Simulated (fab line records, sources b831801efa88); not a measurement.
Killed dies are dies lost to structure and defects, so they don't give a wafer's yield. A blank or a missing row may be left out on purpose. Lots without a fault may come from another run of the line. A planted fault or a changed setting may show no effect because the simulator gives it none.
Which tool did it? | flow sky130 | 15 lots, 45 wafers sampled, at 3 steps of a route of 708

WHAT THE GAUGES READ, wafer by wafer
SKY_FIELD_ISO_BOW_MEAS_00.
lot  | measured    | on            | INCOMING_BOW (um)
L487 | day 1 15:00 | film_metro-03 | -8 -12 -2
L488 | day 1 20:01 | film_metro-01 | -17 5 -4
L489 | day 2 01:01 | film_metro-03 | 7 -4 -3
L490 | day 2 06:00 | film_metro-01 | 1 2 -10
L492 | day 2 16:00 | film_metro-03 | -5 5 4
L493 | day 2 21:01 | film_metro-01 | -8 0 11
L494 | day 3 02:01 | film_metro-01 | 6 -3 -3
L500 | day 4 08:00 | film_metro-04 | 3 -5 -2
L501 | day 4 13:04 | film_metro-04 | 2 -5 9
L502 | day 4 18:00 | film_metro-04 | -3 -5 -4
L504 | day 5 04:01 | film_metro-01 | -4 -10 7
L505 | day 5 09:00 | film_metro-04 | -6 5 1
L507 | day 5 19:00 | film_metro-03 | 6 -12 -10
L508 | day 6 00:00 | film_metro-04 | 6 -3 -2
L509 | day 6 05:01 | film_metro-01 | -3 0 5

SKY_VT_ADJUST_HVTR_CD_MEAS_07: target cd 380 nm.
lot  | measured     | on        | cd_nm (nm)
L487 | day 9 17:38  | cd_sem-01 | 384.2 381.7 382.9
L488 | day 10 00:26 | cd_sem-02 | 380.6 380.1 380.2
L489 | day 10 08:01 | cd_sem-02 | 385.0 382.8 381.6
L490 | day 10 17:55 | cd_sem-01 | 379.8 381.7 380.1
L492 | day 10 23:44 | cd_sem-02 | 380.6 380.7 381.4
L493 | day 11 10:37 | cd_sem-01 | 380.0 378.6 379.7
L494 | day 11 20:37 | cd_sem-01 | 381.0 381.1 380.1
L500 | day 14 12:23 | cd_sem-02 | 375.2 376.4 378.4
L501 | day 14 14:45 | cd_sem-01 | 380.7 380.9 380.1
L502 | day 14 13:13 | cd_sem-01 | 380.6 381.3 383.4
L504 | day 15 10:19 | cd_sem-02 | 379.2 378.8 378.6
L505 | day 15 21:11 | cd_sem-02 | 380.9 378.5 379.9
L507 | day 16 04:38 | cd_sem-02 | 381.1 378.7 379.2
L508 | day 16 06:22 | cd_sem-01 | 378.2 377.8 378.6
L509 | day 16 13:18 | cd_sem-02 | 376.9 376.3 376.1

WHICH TOOL RAN EACH LOT (tool, then ch and the chambers of the sampled wafers, then the start)
lot  | SKY_FIELD_ISO_CMP_27
L487 | cmp-02 ch 0,1, day 2 15:11
L488 | cmp-01 ch 1,3, day 2 19:44
L489 | cmp-02 ch 0,1,3, day 3 02:25
L490 | cmp-01 ch 0,3, day 3 08:14
L492 | cmp-02 ch 0,1,3, day 3 15:36
L493 | cmp-01 ch 1,2,3, day 3 20:44
L494 | cmp-01 ch 1,3, day 4 03:28
L500 | cmp-02 ch 0,1,3, day 5 20:07
L501 | cmp-02 ch 0,2,3, day 5 22:53
L502 | cmp-01 ch 0,1,2, day 5 22:53
L504 | cmp-02 ch 1,2,3, day 6 14:36
L505 | cmp-01 ch 0,2,3, day 6 23:56
L507 | cmp-02 ch 1,2,3, day 7 04:07
L508 | cmp-01 ch 1,2,3, day 7 04:04
L509 | cmp-01 ch 0,3, day 7 09:26
- SKY_FIELD_ISO_CMP_27: polishes, stops on Si3N4, t overpolish 16 s, target thk 457.8 nm.

WHAT THE TOOLS THEMSELVES READ (means of the sampled wafers that have a number; where no wafer has one, the mark that the record gives instead)
SKY_FIELD_ISO_CMP_27.
lot  | tool   | motor_current_A (A) | overpolish_run_s (s) | platen_rpm (rpm) | time_to_endpoint_s (s)
L487 | cmp-02 | 11.0                | 15.991               | 60.01            | 107
L488 | cmp-01 | 11.7                | 16.013               | 60.00            | 106
L489 | cmp-02 | 11.9                | 15.994               | 60.00            | 111
L490 | cmp-01 | 12.4                | 16.000               | 60.02            | 106
L492 | cmp-02 | 11.3                | 16.003               | 59.97            | 112
L493 | cmp-01 | 11.8                | 16.003               | 59.99            | 114
L494 | cmp-01 | 11.9                | 15.997               | 60.00            | 109
L500 | cmp-02 | 11.7                | 16.014               | 60.00            | 110
L501 | cmp-02 | 12.0                | 15.999               | 59.99            | 113
L502 | cmp-01 | 12.2                | 15.999               | 60.02            | 110
L504 | cmp-02 | 11.6                | 16.006               | 59.99            | 117
L505 | cmp-01 | 12.1                | 16.001               | 59.98            | 111
L507 | cmp-02 | 11.4                | 15.999               | 60.00            | 112
L508 | cmp-01 | 11.0                | 16.007               | 60.02            | 112
L509 | cmp-01 | 13.3                | 15.999               | 60.00            | 112

THE ANSWER, worked out from the rows above alone
Rule: what is usual is taken from the lots themselves. Put in order of their means at a reading, lots are off if they are a third of the lots or fewer, leave a main group of 4 or more, and stand apart from it by a gap of 3 or more times the standard deviation of the main group's means; of several such gaps the widest counts. A main group whose means are all the same, to the digits that the tables above print for the reading, isn't used. A lot without any number at a reading at which 4 lots or more have one is off too. The other lots that the step has rows for count as sound. The gauges are gone through in route order, then the tools' own readings, and for those a lot's mean is taken as printed above. The first step at which some lot is off is used, and at that step the reading that is off furthest; a lot without a number counts as furthest.
No lot is off at any reading shown: from this, nothing can be told.

WHAT THE SIMULATOR HAD PUT IN
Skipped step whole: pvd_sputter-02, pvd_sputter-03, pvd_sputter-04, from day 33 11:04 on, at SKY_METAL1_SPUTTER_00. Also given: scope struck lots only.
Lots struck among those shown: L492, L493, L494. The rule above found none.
